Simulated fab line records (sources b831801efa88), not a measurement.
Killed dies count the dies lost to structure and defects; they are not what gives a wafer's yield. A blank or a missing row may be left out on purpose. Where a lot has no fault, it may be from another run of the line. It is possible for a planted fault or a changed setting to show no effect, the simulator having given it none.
Matching of chambers ; flow gf180mcu ; 4 sister chambers for GF_V4_CMP_26 on cmp-02
The step polishes, stops on SiO2, t overpolish 15 s, target thk 0 nm. 4 wafers are shown with their chamber, then 7 later ones without.

WAFERS WITH THEIR CHAMBER
wafer;chamber;motorCurrentA (A)
L232.2;3;12.6
L232.4;2;11.1
L240.1;1;9.8
L240.3;0;10.6

WAFERS WITHOUT THEIR CHAMBER
wafer;motorCurrentA (A)
L240.4;12.7
L243.1;10.2
L243.2;10.9
L243.3;9.5
L244.1;10.9
L244.2;12.5
L244.4;11.1

CHAMBER TAKEN BY EACH
wafer;from the rows above;in truth
L240.4;3;3
L243.1;can't be placed: 1 or 0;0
L243.2;can't be placed: 2 or 0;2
L243.3;1;1
L244.1;can't be placed: 2 or 0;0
L244.2;3;3
L244.4;2;2
4 of 7 placed correctly. From these rows, 3 cannot be placed; in 3 the true chamber is one of the candidates. Number placed wrongly: 0.
How it was worked out, from the rows above alone: a wafer's distance from a chamber is the root of the sum, over the readings, of the square of ((its reading less the chamber's mean) divided by the reading's scatter). The wafer belongs to the nearest chamber; if the next one is less than 2 further off, it can't be placed. For every chamber, the mean is computed from those of its wafers that are shown. The scatter: with one shown wafer a chamber, the root of the mean of the squares of how far each hidden wafer lies from its nearest shown one.
